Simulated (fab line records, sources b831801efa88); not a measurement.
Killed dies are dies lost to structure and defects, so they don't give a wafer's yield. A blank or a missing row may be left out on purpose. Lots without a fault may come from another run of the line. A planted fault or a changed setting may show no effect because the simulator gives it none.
fab line records | flow sfq_line
record lots=5 wafers=15 last_day=91
route steps=325 shown I2@117 M3@118
lots that met no fault: from a run of the same line without faults
start_h: hours from the record's first day to the start of the lot's first wafer shown | wait_h: hours since the lot's step before | " the same as in the row above | L1.1+2: a row that stands for several wafers | - no value, or no start given | * or withheld: withheld | < > ~ a bound
route shown NAME@n: a module of which the file shows steps, and the number in the route of the first | usual: mean/standard deviation of fault-free wafers | same: alike in all rows | chamber/n: place in a boat | sites: the reading at each site | _std_site: their standard deviation | _edge_site: outer sites' mean less inner sites' | radius_mm: how far each site lies from the wafer's centre | mask NAME#n: copy n | behind: the tool/chamber that last shaped the wafer | hold: why the lot was held/for how many hours/how that ended | device: the transistor (n, p or np) that didn't switch | end of line: the same wafers' tests at the end of the route | a step without rows: its recipe alone | killed: dies lost to structure and defects at the first sort, not the wafer's yield | map: a wafer's dies, x killed, . not, _ none there
set.NAME: the setting as run; set.NAME@STEP: as run at that earlier step | model.NAME: the simulator's own value behind a step, which no gauge read
lots at some steps of the route; a table a step, a row a wafer
services: from which hour (start_h, from the record's first day; less than 0 if before it) a tool's chamber was out of use, for how many hours, and why
## steps
# step SFQ_TRILAYER_I2_VIA_STRIP_SOLV_CLEAN_072
# recipe chemistry=NMP temp_c=70 time_s=600
# step SFQ_TRILAYER_M3_DEP_PRE_CLEAN_074
# recipe gas=Ar time_s=22.5 bias_v=250
# step SFQ_TRILAYER_M3_DEP_SPUTTER_073
# recipe material=Nb base_pressure_pa=1.33e-06 chamber_pressure_pa=0.1383 substrate_temp_c=20 resputter_cathode_voltage_v=400 target_thk_nm=200 power_w=2000 time_s=133.3
# usual throttle_valve_pct=30.1/0.96
# columns lot.wafer tool chamber start_h wait_h throttle_valve_pct
L169.2 pvd_sputter-05 - 746.07 0.0 30.5
L169.5 " - " " 30.3
L169.6 " - " " 30.5
L176.1 pvd_sputter-03 - 841.14 0.0 29.9
L176.4 " - " " 30.8
L176.5 " - " " 30.5
L182.1 pvd_sputter-03 - 943.20 0.0 30.1
L182.2 " - " " 27.7
L182.4 " - " " 31.6
L183.3 pvd_sputter-06 - 946.54 0.0 30.2
L183.4 " - " " 29.4
L183.5 " - " " 28.8
L189.4 pvd_sputter-03 - 1108.40 0.0 30.0
L189.5 " - " " 27.9
L189.6 " - " " 30.2
# step SFQ_M3_RS_MEAS_919
# recipe thk_meas_gauge=four-point-probe reads=Nb_of_TRILAYER_M3_DEP_SPUTTER_073
# usual M3_NB_RS=0.894/0.0078
# columns lot.wafer tool chamber start_h wait_h M3_NB_RS[ohm/sq]
L169.2 film_metro-04 - 746.18 0.1 0.892
L169.5 " - " " 0.893
L169.6 " - " " 0.894
L176.1 film_metro-01 - 841.23 0.0 0.908
L176.4 " - " " 0.899
L176.5 " - " " 0.896
L182.1 film_metro-01 - 943.29 0.0 0.894
L182.2 " - " " 0.896
L182.4 " - " " 0.896
L183.3 film_metro-04 - 946.67 0.1 0.901
L183.4 " - " " 0.905
L183.5 " - " " 0.900
L189.4 film_metro-01 - 1108.55 0.1 0.900
L189.5 " - " " 0.905
L189.6 " - " " 0.904
# step SFQ_TRILAYER_M3_LITHO_COAT_080
# recipe resist=BARC spin_rpm=3000 resist_thk_nm=62
# step SFQ_TRILAYER_M3_LITHO_COAT_075
# recipe resist=KrF spin_rpm=3000 resist_thk_nm=600
# step SFQ_TRILAYER_M3_LITHO_SOFTBAKE_079
# recipe temp_c=withheld time_s=withheld resist=KrF
# step SFQ_TRILAYER_M3_LITHO_EXPOSE_076
# recipe mask_id=M3 na=0.6 source_shape=conventional sigma_outer=0.65 target_cd_nm=500 dose_mj=14.4
# step SFQ_TRILAYER_M3_LITHO_PEB_078
# recipe peb_temp_c=115 peb_time_s=60 resist=KrF
# step SFQ_TRILAYER_M3_LITHO_DEVELOP_077
# recipe time_s=60 resist=KrF
# step SFQ_M3_OVL_MEAS_921
# usual M3_OVL=-3/4.7
# columns lot.wafer tool chamber start_h wait_h M3_OVL[nm]
L169.2 overlay-01 - 902.37 0.1 1
L169.5 " - " " -5
L169.6 " - " " -2
L176.1 overlay-01 - 989.95 0.1 3
L176.4 " - " " -5
L176.5 " - " " -3
L182.1 overlay-01 - 1054.20 0.1 -2
L182.2 " - " " -11
L182.4 " - " " -4
L183.3 overlay-01 - 1055.57 0.1 -7
L183.4 " - " " -4
L183.5 " - " " 3
L189.4 overlay-02 - 1239.65 0.1 2
L189.5 " - " " 0
L189.6 " - " " 0
# step SFQ_TRILAYER_M3_BARC_OPEN_METAL_ETCH_100
# recipe mask_material=PR chemistry=O2 target_depth_nm=125 target=BARC icp_w=600 bias_w=78.62 pressure_mtorr=10 time_s=41.7
# usual drypump_motor_current_A=5.8/0.4 oes_product_au=0.685/0.0044
# columns lot.wafer tool chamber start_h wait_h drypump_motor_current_A oes_product_au rf_hours_counter_h model.KrF_of_TRILAYER_M3_LITHO_COAT_075.thk_nm
L169.2 rie_metal-04 1 902.40 0.0 5.8 0.683 86 522
L169.5 " 1 " " 5.8 0.680 - 522.3
L169.6 " 0 " " 5.1 0.684 - 519.4
L176.1 rie_metal-03 1 989.98 0.0 6.0 0.676 103 544.8
L176.4 " 0 " " 6.1 0.686 - 520.6
L176.5 " 0 " " 6.1 0.687 - 518
L182.1 rie_metal-02 0 1054.23 0.0 6.3 0.691 83 522.7
L182.2 " 1 " " 5.4 0.682 87 522.6
L182.4 " 0 " " 6.3 0.685 - 524.8
L183.3 rie_metal-04 0 1055.62 0.0 5.1 0.689 - 528.4
L183.4 " 1 " " 5.8 0.683 - 527.1
L183.5 " 0 " " 5.1 0.688 - 527
L189.4 rie_metal-03 1 1239.69 0.0 6.0 0.690 - 521.1
L189.5 " 1 " " 6.0 0.680 - 521.8
L189.6 " 0 " " 6.1 0.688 - 524.6
# step SFQ_TRILAYER_M3_ETCH_METAL_ETCH_078
# recipe target=Nb stop_on=SiO2 mask_material=PR chemistry=Cl2/Ar target_depth_nm=240 icp_w=600 bias_w=80 pressure_mtorr=10 time_s=120
# usual drypump_motor_current_A=5.8/0.4 oes_product_au=0.893/0.0061
# columns lot.wafer tool chamber start_h wait_h drypump_motor_current_A oes_product_au rf_hours_counter_h model.KrF_of_TRILAYER_M3_LITHO_COAT_075.thk_nm
L169.2 rie_metal-04 1 902.46 0.0 5.8 0.891 86 380.3
L169.5 " 1 " " 5.8 0.902 - 381.9
L169.6 " 0 " " 5.1 0.892 - 376.7
L176.1 rie_metal-03 1 990.04 0.0 6.0 0.885 103 402.5
L176.4 " 0 " " 6.1 0.897 - 376
L176.5 " 0 " " 6.1 0.891 - 373.4
L182.1 rie_metal-02 0 1054.29 0.0 6.3 0.886 83 384.4
L182.2 " 1 " " 5.4 0.898 87 382.5
L182.4 " 0 " " 6.3 0.890 - 387.3
L183.3 rie_metal-04 0 1055.70 0.1 5.1 0.883 - 388.3
L183.4 " 1 " " 5.8 0.885 - 387.9
L183.5 " 0 " " 5.1 0.887 - 387.8
L189.4 rie_metal-03 1 1239.77 0.1 6.0 0.896 - 378.3
L189.5 " 1 " " 6.0 0.888 - 380.3
L189.6 " 0 " " 6.1 0.885 - 380.8
# step SFQ_TRILAYER_M3_STRIP_STRIP_079
# recipe gas=O2 power_w=200 platen_temp_c=40 overash_fraction=0.65 chemistry=O2 pressure_mtorr=50
# usual drypump_motor_current_A=5.8/0.39 oes_product_au=1.000/0.0085
# same overash_fraction=0.65
# columns lot.wafer tool chamber start_h wait_h drypump_motor_current_A oes_product_au rf_hours_counter_h
L169.2 rie_metal-04 1 902.58 0.1 5.9 0.992 86
L169.5 " 1 " " 5.8 0.998 -
L169.6 " 0 " " 5.1 1.004 -
L176.1 rie_metal-03 1 990.17 0.1 6.0 0.998 103
L176.4 " 0 " " 6.1 1.003 -
L176.5 " 0 " " 6.1 0.998 -
L182.1 rie_metal-02 0 1054.42 0.1 6.2 0.984 83
L182.2 " 1 " " 5.4 0.990 88
L182.4 " 0 " " 6.3 0.983 -
L183.3 rie_metal-04 0 1055.98 0.2 5.1 0.990 -
L183.4 " 1 " " 5.9 0.994 -
L183.5 " 0 " " 5.1 0.993 -
L189.4 rie_metal-03 1 1240.05 0.2 6.0 1.001 -
L189.5 " 1 " " 6.0 1.000 -
L189.6 " 0 " " 6.1 1.005 -
## services
# columns tool chamber start_h hours kind
pvd_sputter-03 - 723.15 0.9 repair
rie_metal-02 1 747.28 5.9 repair
pvd_sputter-06 - 799.43 1.3 repair
pvd_sputter-03 - 809.01 8.8 repair
pvd_sputter-05 - 809.29 1.7 repair
rie_metal-02 - 835.04 0.8 repair
rie_metal-03 - 837.94 2.4 repair
rie_metal-03 - 852.75 1.3 repair
pvd_sputter-06 - 859.64 1.6 repair
rie_metal-03 0 905.28 3.3 repair
pvd_sputter-03 - 906.65 9.6 repair
rie_metal-03 - 932.83 0.8 repair
pvd_sputter-03 - 966.97 1.4 repair
rie_metal-02 - 998.24 1.0 repair
rie_metal-03 1 1005.37 17.1 repair
pvd_sputter-06 - 1013.31 21.9 repair
pvd_sputter-06 - 1019.81 1.0 repair
pvd_sputter-05 - 1046.92 1.5 repair
rie_metal-04 0 1063.00 20.2 repair
pvd_sputter-03 - 1165.81 2.9 repair
rie_metal-03 - 1182.65 0.5 repair
rie_metal-02 - 1189.74 2.8 pm
pvd_sputter-03 - 1191.40 0.7 repair
rie_metal-02 - 1219.29 0.8 repair
## key
first_sign none at tools or gauges
model_effect step=SFQ_TRILAYER_M3_BARC_OPEN_METAL_ETCH_100 value=KrF_of_TRILAYER_M3_LITHO_COAT_075.thk_nm without=521.1 struck=544.8
model_effect step=SFQ_TRILAYER_M3_ETCH_METAL_ETCH_078 value=KrF_of_TRILAYER_M3_LITHO_COAT_075.thk_nm without=378.8 struck=402.5
met_at SFQ_TRILAYER_M3_BARC_OPEN_METAL_ETCH_100
struck_wafers L176.1
fault kind=process_parameter_drift tool=rie_metal-03 chamber=1 onset_h=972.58 steps=SFQ_TRILAYER_M3_BARC_OPEN_METAL_ETCH_100 channel=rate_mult offset=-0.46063 shape=step end_h=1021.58
